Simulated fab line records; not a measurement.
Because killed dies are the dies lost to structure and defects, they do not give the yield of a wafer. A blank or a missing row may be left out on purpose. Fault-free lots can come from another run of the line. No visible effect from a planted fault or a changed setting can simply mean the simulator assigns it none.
Matching of chambers || flow sky130 || rie-diel-01 running SKY_VIA1_ETCH_15: 4 sister chambers
The step etches SiO2 in C4F8/O2/Ar, stops on TiN, target depth 351 nm, time 54 s. 8 wafers are shown with their chamber, then 12 later ones without.

## WAFERS, EACH WITH ITS CHAMBER
{"wafer": "L081.3", "chamber": 3, "oes-product-au (a.u.)": 0.976}
{"wafer": "L091.2", "chamber": 0, "oes-product-au (a.u.)": 0.980}
{"wafer": "L091.5", "chamber": 0, "oes-product-au (a.u.)": 0.975}
{"wafer": "L092.2", "chamber": 1, "oes-product-au (a.u.)": 0.978}
{"wafer": "L092.5", "chamber": 2, "oes-product-au (a.u.)": 0.975}
{"wafer": "L094.1", "chamber": 3, "oes-product-au (a.u.)": 0.972}
{"wafer": "L094.2", "chamber": 1, "oes-product-au (a.u.)": 0.975}
{"wafer": "L094.3", "chamber": 2, "oes-product-au (a.u.)": 0.984}

## WAFERS WITH NO CHAMBER GIVEN
{"wafer": "L094.4", "oes-product-au (a.u.)": 0.963}
{"wafer": "L094.5", "oes-product-au (a.u.)": 0.980}
{"wafer": "L094.6", "oes-product-au (a.u.)": 0.970}
{"wafer": "L096.1", "oes-product-au (a.u.)": 0.977}
{"wafer": "L096.2", "oes-product-au (a.u.)": 0.967}
{"wafer": "L096.3", "oes-product-au (a.u.)": 0.986}
{"wafer": "L096.4", "oes-product-au (a.u.)": 0.973}
{"wafer": "L096.5", "oes-product-au (a.u.)": 0.975}
{"wafer": "L096.6", "oes-product-au (a.u.)": 0.970}
{"wafer": "L097.2", "oes-product-au (a.u.)": 0.976}
{"wafer": "L097.5", "oes-product-au (a.u.)": 0.965}
{"wafer": "L097.6", "oes-product-au (a.u.)": 0.976}

## WHICH CHAMBER EACH WENT THROUGH
{"wafer": "L094.4", "from the rows above": "can't be placed: 3 or 1 or 0 or 2", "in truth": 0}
{"wafer": "L094.5", "from the rows above": "can't be placed: 2 or 0 or 1 or 3", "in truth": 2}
{"wafer": "L094.6", "from the rows above": "can't be placed: 3 or 1 or 0 or 2", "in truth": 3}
{"wafer": "L096.1", "from the rows above": "can't be placed: 0 or 1 or 2 or 3", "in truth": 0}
{"wafer": "L096.2", "from the rows above": "can't be placed: 3 or 1 or 0 or 2", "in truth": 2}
{"wafer": "L096.3", "from the rows above": "can't be placed: 2 or 0 or 1 or 3", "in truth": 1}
{"wafer": "L096.4", "from the rows above": "can't be placed: 3 or 1 or 0 or 2", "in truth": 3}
{"wafer": "L096.5", "from the rows above": "can't be placed: 3 or 1 or 0 or 2", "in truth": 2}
{"wafer": "L096.6", "from the rows above": "can't be placed: 3 or 1 or 0 or 2", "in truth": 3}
{"wafer": "L097.2", "from the rows above": "can't be placed: 1 or 0 or 3 or 2", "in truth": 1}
{"wafer": "L097.5", "from the rows above": "can't be placed: 3 or 1 or 0 or 2", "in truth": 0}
{"wafer": "L097.6", "from the rows above": "can't be placed: 1 or 0 or 3 or 2", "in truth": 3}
Correct placement for 0 of the 12. Cannot be placed on the basis of these rows: 12; the candidates contain the true chamber in 12. Placed wrongly: 0.
How it was worked out, from the rows above alone: a wafer's distance from a chamber is the root of the sum, over the readings, of the square of ((its reading less the chamber's mean) divided by the reading's scatter). If the next closest chamber is less than 2 further off than the closest, the wafer can't be placed; otherwise it belongs to the closest. Each chamber's mean is taken over the wafers shown for it. The scatter: the root of (the sum of the squares of (reading less its chamber's mean) over the shown wafers, divided by (wafers less chambers)).
